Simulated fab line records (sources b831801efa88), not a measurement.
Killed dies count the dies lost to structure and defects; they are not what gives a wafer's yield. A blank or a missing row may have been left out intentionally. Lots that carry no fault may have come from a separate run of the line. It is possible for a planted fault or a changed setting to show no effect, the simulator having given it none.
fab line records | flow sky130
[record] lots = 6 | wafers = 18 | lastDay = 50
route steps=708 shown LI_CONTACT@374 LOCAL_INTERCONNECT@387 PAD_OPEN@708
lots that met no fault: taken from a fault-free run of the same line
startH: hours from the record's first day to the start of the lot's first wafer shown | waitH: how many hours have passed since the lot's step before this one | " identical to the entry in the row above | L1.1+2: one row covering several wafers at once | - no value present, or no start provided | * or withheld: withheld | < > ~ a bound
route shown NAME@n: NAME is a module with steps in the file, n the number in the route of the first one | usual: mean/standard deviation taken from wafers without a fault | same: alike in all rows | chamber/n: place in a boat | sites: per-site readings | _std_site: how widely they spread, as a standard deviation | _edge_site: the outer-site mean with the inner-site mean subtracted | radiusMm: for every site, how far away it sits from the centre of the wafer | mask NAME#n: copy n | behind: the last tool/chamber to shape the wafer | hold: what put the lot on hold/how long, in hours/how the hold closed | device: which transistor (n, p or np) failed to switch | end of line: the route-end tests of the same wafers | for a step that has no rows: nothing shown but its recipe | killed: dies that structure and defects cost at the first sort, which is not the same as the wafer's yield | map: per-die view of a wafer (x killed, . not killed, _ where there is no die)
set.NAME: the setting that was run; set.NAME@STEP: the one run at that earlier step | model.NAME: the simulator's own value behind a step, which no gauge read
a table for each step, a row for each wafer; lots at some steps of the route
services: the hour from which a tool's chamber was out of use, counted from the record's first day as startH (under 0 if before that day), plus the number of hours and why
[[steps]]
[step SKY_LI_CONTACT_CD_MEAS_12]
[recipe] targetCdNm = 170
[usual] cdNm = 170.2/1.6
lot.wafer | tool     | chamber | startH | waitH | cdNm
L665.2    | cdSem-01 | -       | 689.43 | -     | 168.8
L665.3    | "        | -       | "      | "     | 168.1
L665.4    | "        | -       | "      | "     | 168.5
L666.3    | cdSem-01 | -       | 693.31 | -     | 168.1
L666.4    | "        | -       | "      | "     | 167.2
L666.6    | "        | -       | "      | "     | 169.8
L676.2    | cdSem-02 | -       | 788.86 | -     | 170.2
L676.4    | "        | -       | "      | "     | 169.6
L676.6    | "        | -       | "      | "     | 169.4
L677.3    | cdSem-01 | -       | 792.76 | -     | 172.5
L677.4    | "        | -       | "      | "     | 172.0
L677.6    | "        | -       | "      | "     | 170.9
L680.1    | cdSem-01 | -       | 814.83 | -     | 167.3
L680.3    | "        | -       | "      | "     | 166.7
L680.5    | "        | -       | "      | "     | 168.8
L683.4    | cdSem-02 | -       | 831.60 | -     | 168.3
L683.5    | "        | -       | "      | "     | 167.4
L683.6    | "        | -       | "      | "     | 167.3
[step SKY_LI_CONTACT_OVL_MEAS_13]
[usual] LI_CONTACT_OVL = -2/4.4
lot.wafer | tool       | chamber | startH | waitH | LI_CONTACT_OVL[nm]
L665.2    | overlay-02 | -       | 689.54 | 0.1   | -7
L665.3    | "          | -       | "      | "     | -4
L665.4    | "          | -       | "      | "     | -8
L666.3    | overlay-01 | -       | 693.41 | 0.1   | 3
L666.4    | "          | -       | "      | "     | 4
L666.6    | "          | -       | "      | "     | -2
L676.2    | overlay-02 | -       | 788.97 | 0.1   | -4
L676.4    | "          | -       | "      | "     | 3
L676.6    | "          | -       | "      | "     | 1
L677.3    | overlay-02 | -       | 792.86 | 0.1   | -5
L677.4    | "          | -       | "      | "     | -4
L677.6    | "          | -       | "      | "     | -8
L680.1    | overlay-02 | -       | 814.95 | 0.1   | 1
L680.3    | "          | -       | "      | "     | 4
L680.5    | "          | -       | "      | "     | -1
L683.4    | overlay-01 | -       | 831.68 | 0.1   | 2
L683.5    | "          | -       | "      | "     | -2
L683.6    | "          | -       | "      | "     | -4
[step SKY_LI_CONTACT_ETCH_14]
[recipe] chemistry = N2/H2 | target = BARC | ionEnergyEv = 200 | sourceW = 500 | biasW = 100 | pressureMtorr = 30 | n2FlowSccm = 100 | h2FlowSccm = 200 | stopOn = SiO2 | timeS = 45.9 | targetDepthA = 600
[usual] drypumpMotorCurrentA = 5.7/0.45 | oesProductAu = 0.855/0.0046 | throttleValvePct = 13.224/0.0091
[same] timeS = 45.9
lot.wafer | tool       | chamber | startH | waitH | drypumpMotorCurrentA | oesProductAu | rfHoursCounterH | throttleValvePct
L665.2    | rieDiel-04 | 0       | 689.57 | 0.0   | 5.0                  | 0.859        | 3               | 13.219
L665.3    | "          | 3       | "      | "     | 5.1                  | 0.865        | 12              | 13.200
L665.4    | "          | 2       | "      | "     | 6.1                  | 0.849        | 10              | 13.222
L666.3    | rieDiel-01 | 2       | 693.43 | 0.0   | 6.0                  | 0.854        | 9               | 13.225
L666.4    | "          | 2       | "      | "     | 6.0                  | 0.852        | -               | 13.221
L666.6    | "          | 1       | "      | "     | 5.8                  | 0.853        | -               | 13.240
L676.2    | rieDiel-04 | 0       | 789.00 | 0.0   | 5.1                  | 0.857        | 6               | 13.210
L676.4    | "          | 3       | "      | "     | 5.1                  | 0.853        | 14              | 13.231
L676.6    | "          | 1       | "      | "     | 5.5                  | 0.856        | -               | 13.210
L677.3    | rieDiel-01 | 3       | 792.88 | 0.0   | 5.6                  | 0.850        | 6               | 13.240
L677.4    | "          | 2       | "      | "     | 6.0                  | 0.851        | 11              | 13.218
L677.6    | "          | 3       | "      | "     | 5.6                  | 0.855        | -               | 13.218
L680.1    | rieDiel-01 | 0       | 814.98 | 0.0   | 5.7                  | 0.856        | 4               | 13.236
L680.3    | "          | 3       | "      | "     | 5.7                  | 0.851        | 7               | 13.224
L680.5    | "          | 1       | "      | "     | 5.8                  | 0.853        | -               | 13.218
L683.4    | rieDiel-04 | 3       | 831.70 | 0.0   | 5.1                  | 0.860        | 16              | 13.225
L683.5    | "          | 2       | "      | "     | 6.1                  | 0.864        | -               | 13.213
L683.6    | "          | 3       | "      | "     | 5.1                  | 0.865        | -               | 13.235
[step SKY_LI_CONTACT_ETCH_15]
[recipe] target = PSG | chemistry = C4F8/O2/Ar | stopOn = Si | taperDeg = 4.15 | maskMaterial = KrF-thick | sourceW = 1500 | biasW = 1200 | pressureMtorr = 40 | c4f8FlowSccm = withheld | O2_flow_sccm = 6 | Ar_flow_sccm = 300 | timeS = withheld | targetDepthA = 6000
[usual] oesProductAu = 0.837/0.0045
lot.wafer | tool       | chamber | startH | waitH | oesProductAu
L665.2    | rieDiel-04 | 0       | 689.61 | 0.0   | 0.831
L665.3    | "          | 3       | "      | "     | 0.839
L665.4    | "          | 2       | "      | "     | 0.835
L666.3    | rieDiel-01 | 2       | 693.47 | 0.0   | 0.834
L666.4    | "          | 2       | "      | "     | 0.838
L666.6    | "          | 1       | "      | "     | 0.835
L676.2    | rieDiel-04 | 0       | 789.04 | 0.0   | 0.840
L676.4    | "          | 3       | "      | "     | 0.841
L676.6    | "          | 1       | "      | "     | 0.845
L677.3    | rieDiel-01 | 3       | 792.92 | 0.0   | 0.844
L677.4    | "          | 2       | "      | "     | 0.834
L677.6    | "          | 3       | "      | "     | 0.839
L680.1    | rieDiel-01 | 0       | 815.02 | 0.0   | 0.840
L680.3    | "          | 3       | "      | "     | 0.843
L680.5    | "          | 1       | "      | "     | 0.844
L683.4    | rieDiel-04 | 3       | 831.74 | 0.0   | 0.839
L683.5    | "          | 2       | "      | "     | 0.836
L683.6    | "          | 3       | "      | "     | 0.839
[step SKY_LI_CONTACT_STRIP_16]
[recipe] chemistry = O2/N2 | powerW = 1400 | pressureMtorr = 1500 | platenTempC = withheld | o2FlowSccm = 3000 | n2FlowSccm = 300 | overashFraction = 0.5
[step SKY_LI_CONTACT_CLEAN_17]
[recipe] chemistry = NMP | timeS = 600 | tempC = 60 | dry = n2Spin
[step SKY_LI_CONTACT_PRE_CLEAN_18]
[recipe] gas = Ar | timeS = 5.6 | biasV = 358
[step SKY_LI_CONTACT_SPUTTER_19]
[recipe] material = Ti | targetThkNm = 20 | chamberPressurePa = 5 | powerW = 2500 | substrateTempC = 200 | timeS = 106.37
[usual] throttleValvePct = 30.2/0.82
[same] timeS = 106.37
lot.wafer | tool          | chamber | startH | waitH | throttleValvePct
L665.2    | pvdSputter-01 | -       | 689.99 | 0.0   | 31.7
L665.3    | "             | -       | "      | "     | 29.0
L665.4    | "             | -       | "      | "     | 30.5
L666.3    | pvdSputter-01 | -       | 693.85 | 0.0   | 29.2
L666.4    | "             | -       | "      | "     | 30.4
L666.6    | "             | -       | "      | "     | 30.3
L676.2    | pvdSputter-02 | -       | 789.42 | 0.0   | 29.8
L676.4    | "             | -       | "      | "     | 31.4
L676.6    | "             | -       | "      | "     | 29.4
L677.3    | pvdSputter-01 | -       | 793.32 | 0.0   | 31.6
L677.4    | "             | -       | "      | "     | 30.6
L677.6    | "             | -       | "      | "     | 30.6
L680.1    | pvdSputter-02 | -       | 815.40 | 0.0   | 29.4
L680.3    | "             | -       | "      | "     | 31.0
L680.5    | "             | -       | "      | "     | 31.0
L683.4    | pvdSputter-02 | -       | 832.12 | 0.0   | 30.0
L683.5    | "             | -       | "      | "     | 31.3
L683.6    | "             | -       | "      | "     | 29.4
[step SKY_LI_CONTACT_SPUTTER_20]
[recipe] material = TiN | targetThkNm = 20 | chamberPressurePa = 5 | powerW = 4000 | timeS = 80
[usual] throttleValvePct = 30.3/0.8
[same] timeS = 80
lot.wafer | tool          | chamber | startH | waitH | throttleValvePct
L665.2    | pvdSputter-01 | -       | 690.07 | 0.0   | 31.8
L665.3    | "             | -       | "      | "     | 29.0
L665.4    | "             | -       | "      | "     | 30.7
L666.3    | pvdSputter-01 | -       | 693.93 | 0.0   | 28.9
L666.4    | "             | -       | "      | "     | 30.5
L666.6    | "             | -       | "      | "     | 30.6
L676.2    | pvdSputter-02 | -       | 789.50 | 0.0   | 30.1
L676.4    | "             | -       | "      | "     | 31.5
L676.6    | "             | -       | "      | "     | 29.5
L677.3    | pvdSputter-01 | -       | 793.40 | 0.0   | 31.9
L677.4    | "             | -       | "      | "     | 30.4
L677.6    | "             | -       | "      | "     | 30.7
L680.1    | pvdSputter-02 | -       | 815.48 | 0.0   | 29.5
L680.3    | "             | -       | "      | "     | 31.0
L680.5    | "             | -       | "      | "     | 31.3
L683.4    | pvdSputter-02 | -       | 832.20 | 0.0   | 30.1
L683.5    | "             | -       | "      | "     | 31.1
L683.6    | "             | -       | "      | "     | 29.3
[step SKY_LI_CONTACT_CVD_21]
[recipe] material = W | targetThkNm = 400 | timeS = 120.56 | tempC = 400 | pressureTorr = 40
[usual] heaterPowerOuterW = 515/110 | heaterPowerW = 882/180
[same] timeS = 120.56
lot.wafer | tool    | chamber | startH | waitH | heaterPowerOuterW | heaterPowerW
L665.2    | cvdW-02 | 1       | 690.13 | 0.0   | 456               | 772
L665.3    | "       | 0       | "      | "     | 481               | 806
L665.4    | "       | 1       | "      | "     | 437               | 774
L666.3    | cvdW-02 | 0       | 694.03 | 0.1   | 470               | 840
L666.4    | "       | 1       | "      | "     | 454               | 785
L666.6    | "       | 1       | "      | "     | 447               | 767
L676.2    | cvdW-01 | 0       | 789.56 | 0.0   | 423               | 722
L676.4    | "       | 1       | "      | "     | 692               | 1166
L676.6    | "       | 0       | "      | "     | 419               | 694
L677.3    | cvdW-02 | 0       | 793.50 | 0.1   | 479               | 848
L677.4    | "       | 1       | "      | "     | 446               | 794
L677.6    | "       | 1       | "      | "     | 449               | 775
L680.1    | cvdW-01 | 0       | 815.54 | 0.0   | 417               | 705
L680.3    | "       | 0       | "      | "     | 427               | 705
L680.5    | "       | 1       | "      | "     | 685               | 1199
L683.4    | cvdW-02 | 1       | 832.30 | 0.1   | 447               | 794
L683.5    | "       | 1       | "      | "     | 446               | 786
L683.6    | "       | 0       | "      | "     | 471               | 850
[step SKY_LI_CONTACT_RS_MEAS_22]
[recipe] thkMeasGauge = four-point-probe | reads = W_of_LI_CONTACT_CVD_21+TiN_of_LI_CONTACT_SPUTTER_20+Ti_of_LI_CONTACT_SPUTTER_19
[usual] LI_CONTACT_W_RS = 0.282/0.0033
lot.wafer | tool         | chamber | startH | waitH | LI_CONTACT_W_RS[ohm/sq]
L665.2    | filmMetro-04 | -       | 690.27 | 0.1   | 0.280
L665.3    | "            | -       | "      | "     | 0.285
L665.4    | "            | -       | "      | "     | 0.282
L666.3    | filmMetro-01 | -       | 694.16 | 0.1   | 0.286
L666.4    | "            | -       | "      | "     | 0.282
L666.6    | "            | -       | "      | "     | 0.283
L676.2    | filmMetro-02 | -       | 789.71 | 0.1   | 0.282
L676.4    | "            | -       | "      | "     | 0.278
L676.6    | "            | -       | "      | "     | 0.283
L677.3    | filmMetro-02 | -       | 793.62 | 0.1   | 0.286
L677.4    | "            | -       | "      | "     | 0.282
L677.6    | "            | -       | "      | "     | 0.282
L680.1    | filmMetro-02 | -       | 815.67 | 0.1   | 0.280
L680.3    | "            | -       | "      | "     | 0.282
L680.5    | "            | -       | "      | "     | 0.279
L683.4    | filmMetro-01 | -       | 832.44 | 0.1   | 0.282
L683.5    | "            | -       | "      | "     | 0.277
L683.6    | "            | -       | "      | "     | 0.280
[step SKY_LI_CONTACT_THK_MEAS_23]
[recipe] thkMeasGauge = xrf | reads = W_of_LI_CONTACT_CVD_21
[usual] LI_CONTACT_W_THK = 411/7.1
lot.wafer | tool         | chamber | startH | waitH | LI_CONTACT_W_THK[nm]
L665.2    | filmMetro-04 | -       | 690.38 | 0.1   | 415
L665.3    | "            | -       | "      | "     | 406
L665.4    | "            | -       | "      | "     | 415
L666.3    | filmMetro-01 | -       | 694.26 | 0.1   | 411
L666.4    | "            | -       | "      | "     | 414
L666.6    | "            | -       | "      | "     | 416
L676.2    | filmMetro-02 | -       | 789.82 | 0.1   | 410
L676.4    | "            | -       | "      | "     | 416
L676.6    | "            | -       | "      | "     | 408
L677.3    | filmMetro-02 | -       | 793.72 | 0.1   | 402
L677.4    | "            | -       | "      | "     | 406
L677.6    | "            | -       | "      | "     | 411
L680.1    | filmMetro-02 | -       | 815.79 | 0.1   | 410
L680.3    | "            | -       | "      | "     | 411
L680.5    | "            | -       | "      | "     | 410
L683.4    | filmMetro-01 | -       | 832.53 | 0.1   | 413
L683.5    | "            | -       | "      | "     | 424
L683.6    | "            | -       | "      | "     | 419
[step SKY_LI_CONTACT_CMP_24]
[recipe] stopOn = PSG | tOverpolishS = 20 | downForcePsi = 3.5 | platenRpm = 60 | targetThkNm = 0 | padVelocityMS = 0.94248
[usual] motorCurrentA = 10.6/1.5 | overpolishRunS = 20.000/0.0091 | tOverpolishS = 20/0 | timeToEndpointS = 99/3.5
lot.wafer | tool   | chamber | startH | waitH | motorCurrentA | overpolishRunS | tOverpolishS | timeToEndpointS
L665.3    | cmp-01 | 2       | 690.43 | 0.0   | 7.8           | 19.989         | 20           | 99
L665.2    | "      | 3       | "      | "     | 11.6          | 19.993         | 20           | 99
L665.4    | "      | 0       | "      | "     | 12.0          | 19.995         | 20           | 100
L666.4    | cmp-02 | 2       | 694.35 | 0.1   | 12.5          | 20.017         | 20           | 106
L666.3    | "      | 0       | "      | "     | 8.9           | 20.000         | 20           | 102
L666.6    | "      | 2       | "      | "     | 11.9          | 20.002         | 20           | 108
L676.4    | cmp-01 | 0       | 789.87 | 0.0   | 12.8          | 21.927         | 21.935       | 104
L676.2    | "      | 2       | "      | "     | 7.8           | 21.916         | 21.935       | 96
L676.6    | "      | 1       | "      | "     | 10.1          | 21.936         | 21.935       | 98
L677.4    | cmp-01 | 2       | 793.76 | 0.0   | 8.1           | 21.928         | 21.935       | 99
L677.3    | "      | 3       | "      | "     | 10.9          | 21.943         | 21.935       | 94
L677.6    | "      | 3       | "      | "     | 11.2          | 21.928         | 21.935       | 97
L680.3    | cmp-02 | 0       | 815.99 | 0.2   | 9.6           | 20.008         | 20           | 98
L680.1    | "      | 3       | "      | "     | 10.7          | 19.974         | 20           | 98
L680.5    | "      | 0       | "      | "     | 9.3           | 20.009         | 20           | 98
L683.4    | cmp-02 | 1       | 832.61 | 0.1   | 11.9          | 19.998         | 20           | 106
L683.5    | "      | 0       | "      | "     | 8.9           | 19.987         | 20           | 99
L683.6    | "      | 1       | "      | "     | 12.2          | 20.000         | 20           | 106
[step SKY_LOCAL_INTERCONNECT_SPUTTER_00]
[recipe] material = TiN | targetThkNm = 100 | tempC = 300 | powerW = 6500 | timeS = 83.3 | chamberPressurePa = 0.4
[step SKY_PAD_OPEN_PROBE_99]
[usual] killed_at_M0_to_M3 = 44/6 | killed_at_M4_up = 3.3/2.1 | killedAtContacts = 25/5.5 | killedAtFrontEnd = 15/4.3 | killedAtOther = 0.2/0.41 | killedDies = 88/9.1 | killedOpen = 48/6.6 | killedShort = 39/6.7
[same] grossDies = 492 | killedAtBackSide = 0
lot.wafer | tool      | chamber | startH  | waitH | killed_at_M0_to_M3 | killed_at_M4_up | killedAtContacts | killedAtFrontEnd | killedAtOther | killedDies | killedOpen | killedShort
L665.2    | prober-02 | -       | 1081.49 | 0.1   | 42                 | 0               | 30               | 14               | 0             | 86         | 47         | 39
L665.3    | prober-02 | -       | 1081.54 | 0.2   | 35                 | 1               | 29               | 6                | 1             | 72         | 40         | 32
L665.4    | prober-02 | -       | 1081.59 | 0.2   | 54                 | 4               | 22               | 16               | 0             | 96         | 54         | 42
L666.3    | prober-01 | -       | 1087.68 | 0.2   | 48                 | 2               | 28               | 17               | 0             | 95         | 49         | 46
L666.4    | prober-01 | -       | 1087.73 | 0.2   | 45                 | 3               | 20               | 10               | 0             | 78         | 45         | 33
L666.6    | prober-01 | -       | 1087.83 | 0.2   | 33                 | 1               | 25               | 12               | 0             | 71         | 37         | 33
L676.2    | prober-01 | -       | 1155.20 | 0.1   | 49                 | 2               | 24               | 24               | 0             | 99         | 54         | 45
L676.4    | prober-01 | -       | 1155.30 | 0.2   | 48                 | 0               | 31               | 10               | 0             | 89         | 49         | 40
L676.6    | prober-01 | -       | 1155.40 | 0.2   | 55                 | 0               | 24               | 16               | 0             | 95         | 45         | 50
L677.3    | prober-02 | -       | 1157.17 | 0.2   | 38                 | 6               | 22               | 16               | 0             | 82         | 42         | 39
L677.4    | prober-02 | -       | 1157.22 | 0.2   | 41                 | 3               | 30               | 15               | 0             | 89         | 52         | 37
L677.6    | prober-02 | -       | 1157.32 | 0.2   | 41                 | 8               | 23               | 17               | 0             | 89         | 39         | 49
L680.1    | prober-01 | -       | 1182.51 | 0.1   | 38                 | 1               | 22               | 17               | 0             | 78         | 34         | 44
L680.3    | prober-01 | -       | 1182.61 | 0.2   | 39                 | 1               | 26               | 13               | 0             | 79         | 48         | 31
L680.5    | prober-01 | -       | 1182.71 | 0.2   | 43                 | 4               | 13               | 14               | 0             | 74         | 44         | 30
L683.4    | prober-02 | -       | 1187.96 | 0.2   | 37                 | 3               | 22               | 15               | 0             | 77         | 40         | 37
L683.5    | prober-02 | -       | 1188.01 | 0.2   | 54                 | 1               | 38               | 14               | 0             | 107        | 69         | 38
L683.6    | prober-02 | -       | 1188.06 | 0.2   | 35                 | 1               | 19               | 18               | 0             | 73         | 41         | 32
// killed by level:class
L665.2 VIA2:geometricParticle:open=10 VIA1:geometricParticle:open=10 CONTACT:geometricParticle:open=8 LI_CONTACT:geometricParticle:open=8 CONTACT:geometricParticle:short=7 METAL2:geometricParticle:short=5 FIELD_ISO:geometricParticle:short=4 POLY_GATE:geometricParticle:open=4
L665.3 CONTACT:geometricParticle:open=12 VIA1:geometricParticle:open=9 METAL1:geometricParticle:short=8 CONTACT:geometricParticle:short=7 LI_CONTACT:geometricParticle:open=6 VIA2:geometricParticle:open=5 VIA2:geometricParticle:short=4 LOCAL_INTERCONNECT:geometricParticle:short=3
L665.4 VIA2:geometricParticle:open=13 VIA1:geometricParticle:open=9 VIA3:geometricParticle:open=7 CONTACT:geometricParticle:open=7 LI_CONTACT:geometricParticle:open=6 METAL1:geometricParticle:short=6 VIA2:geometricParticle:short=6 FIELD_ISO:geometricParticle:short=5
L666.3 VIA1:geometricParticle:open=13 LI_CONTACT:geometricParticle:open=8 CONTACT:geometricParticle:short=8 VIA2:geometricParticle:open=7 FIELD_ISO:geometricParticle:short=6 VIA3:geometricParticle:open=5 CONTACT:geometricParticle:open=5 METAL1:geometricParticle:short=5
L666.4 VIA3:geometricParticle:open=12 CONTACT:geometricParticle:open=10 METAL2:geometricParticle:short=7 LI_CONTACT:geometricParticle:open=5 METAL1:geometricParticle:short=5 VIA1:geometricParticle:short=5 VIA1:geometricParticle:open=4 FIELD_ISO:geometricParticle:open=2
L666.6 CONTACT:geometricParticle:open=11 CONTACT:geometricParticle:short=6 VIA1:geometricParticle:open=6 FIELD_ISO:geometricParticle:short=5 FIELD_ISO:geometricParticle:open=5 LI_CONTACT:geometricParticle:open=4 METAL1:geometricParticle:short=4 METAL2:geometricParticle:short=4
L676.2 VIA1:geometricParticle:open=16 CONTACT:geometricParticle:open=8 VIA1:geometricParticle:short=8 POLY_GATE:geometricParticle:short=7 LOCAL_INTERCONNECT:geometricParticle:short=6 VIA2:geometricParticle:open=6 POLY_GATE:geometricParticle:open=5 FIELD_ISO:geometricParticle:short=4
L676.4 CONTACT:geometricParticle:open=11 VIA1:geometricParticle:open=9 VIA3:geometricParticle:open=9 VIA2:geometricParticle:open=8 LOCAL_INTERCONNECT:geometricParticle:short=6 METAL1:geometricParticle:short=6 LI_CONTACT:geometricParticle:open=5 LI_CONTACT:geometricParticle:short=4
L676.6 VIA1:geometricParticle:open=13 METAL1:geometricParticle:short=11 FIELD_ISO:geometricParticle:short=6 CONTACT:geometricParticle:open=6 VIA2:geometricParticle:open=6 VIA3:geometricParticle:open=6 METAL3:geometricParticle:short=5 LI_CONTACT:geometricParticle:open=5
L677.3 CONTACT:geometricParticle:open=10 VIA1:geometricParticle:open=9 POLY_GATE:geometricParticle:short=6 VIA1:geometricParticle:short=6 CONTACT:geometricParticle:short=5 LI_CONTACT:geometricParticle:open=4 METAL1:geometricParticle:short=4 VIA3:geometricParticle:open=4
L677.4 VIA2:geometricParticle:open=9 CONTACT:geometricParticle:open=8 LI_CONTACT:geometricParticle:open=7 LOCAL_INTERCONNECT:geometricParticle:short=7 VIA1:geometricParticle:open=7 METAL2:geometricParticle:short=7 POLY_GATE:geometricParticle:open=5 METAL1:geometricParticle:short=5
L677.6 VIA1:geometricParticle:open=10 METAL1:geometricParticle:short=9 METAL4:geometricParticle:short=8 LI_CONTACT:geometricParticle:open=5 CONTACT:geometricParticle:open=5 VIA3:geometricParticle:open=5 FIELD_ISO:geometricParticle:short=4 LI_CONTACT:geometricParticle:short=4
L680.1 LOCAL_INTERCONNECT:geometricParticle:short=9 VIA1:geometricParticle:short=8 VIA1:geometricParticle:open=8 METAL2:geometricParticle:short=6 LI_CONTACT:geometricParticle:open=5 VIA3:geometricParticle:open=5 FIELD_ISO:geometricParticle:short=4 POLY_GATE:geometricParticle:short=4
L680.3 CONTACT:geometricParticle:open=13 VIA1:geometricParticle:open=10 LI_CONTACT:geometricParticle:open=5 VIA2:geometricParticle:open=5 POLY_GATE:geometricParticle:open=4 CONTACT:geometricParticle:short=4 METAL2:geometricParticle:short=4 VIA3:geometricParticle:open=4
L680.5 VIA1:geometricParticle:open=15 METAL2:geometricParticle:short=7 VIA3:geometricParticle:open=6 LI_CONTACT:geometricParticle:open=5 CONTACT:geometricParticle:open=4 METAL3:geometricParticle:short=4 POLY_GATE:geometricParticle:open=3 POLY_GATE:geometricParticle:short=3
L683.4 VIA1:geometricParticle:open=12 CONTACT:geometricParticle:open=8 FIELD_ISO:geometricParticle:open=5 LOCAL_INTERCONNECT:geometricParticle:short=5 VIA1:geometricParticle:short=5 FIELD_ISO:geometricParticle:short=4 LI_CONTACT:geometricParticle:open=4 METAL2:geometricParticle:short=4
L683.5 LI_CONTACT:geometricParticle:open=14 CONTACT:geometricParticle:open=13 VIA2:geometricParticle:open=12 VIA1:geometricParticle:open=10 METAL2:geometricParticle:short=7 VIA3:geometricParticle:open=7 FIELD_ISO:geometricParticle:open=6 VIA2:geometricParticle:short=6
L683.6 VIA1:geometricParticle:open=12 VIA2:geometricParticle:open=7 POLY_GATE:geometricParticle:short=6 CONTACT:geometricParticle:open=6 LI_CONTACT:geometricParticle:open=5 CONTACT:geometricParticle:short=5 FIELD_ISO:geometricParticle:open=4 FIELD_ISO:geometricParticle:short=4
[[services]]
tool          | chamber | startH | hours | kind
cmp-01        | -       | 666.01 | 5.6   | repair
pvdSputter-02 | -       | 674.61 | 6.4   | repair
rieDiel-01    | 0       | 686.18 | -     | clean
rieDiel-01    | 0       | 686.18 | 21.1  | scheduledDown
rieDiel-01    | 0       | 686.18 | 21.1  | ventCycle
cvdW-01       | 0       | 689.52 | 2.9   | repair
rieDiel-04    | 0       | 690.05 | 3.1   | repair
rieDiel-01    | 2       | 721.83 | 3.8   | repair
cmp-02        | -       | 744.00 | 4.0   | pm
cmp-02        | -       | 748.00 | -     | consumableReplace:conditioner
cmp-02        | -       | 748.00 | -     | consumableReplace:pad
cvdW-01       | 0       | 761.04 | 7.4   | repair
cmp-01        | -       | 764.10 | 0.4   | repair
cmp-02        | -       | 771.41 | 3.8   | repair
cmp-01        | -       | 830.80 | 5.8   | pm
pvdSputter-02 | -       | 832.51 | 12.7  | repair
[[key]]
[firstSign] step = SKY_LI_CONTACT_CMP_24 | reading = tOverpolishS | direction = up | sigmas = 99+ | usual = 20 | struck = 21.935
[effect] step = SKY_LI_CONTACT_CMP_24 | reading = overpolishRunS | direction = up | sigmas = 99+ | usual = 20.000 | struck = 21.930
metAt SKY_LI_CONTACT_CMP_24
struckWafers L676.2,L676.4,L676.6,L677.3,L677.4,L677.6
testerLeftOut L676,L677
onsetBetween 690.43 789.87
[fault] kind = processParameterDrift | tool = cmp-01 | chamber = - | onsetH = 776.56 | steps = SKY_LI_CONTACT_CMP_24 | channel = tOverpolishS | offset = 1.9346 | shape = step | endH = 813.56 | actsIn = theseRecipesOnly | stated = 20
// testerLeftOut: of these lots the tester's yield and bins aren't shown, on N5 and GAA mostly nor the transistor test; their killed dies are dies lost to structure and defects alone, not to doping, threshold or leakage, so they don't give the yield
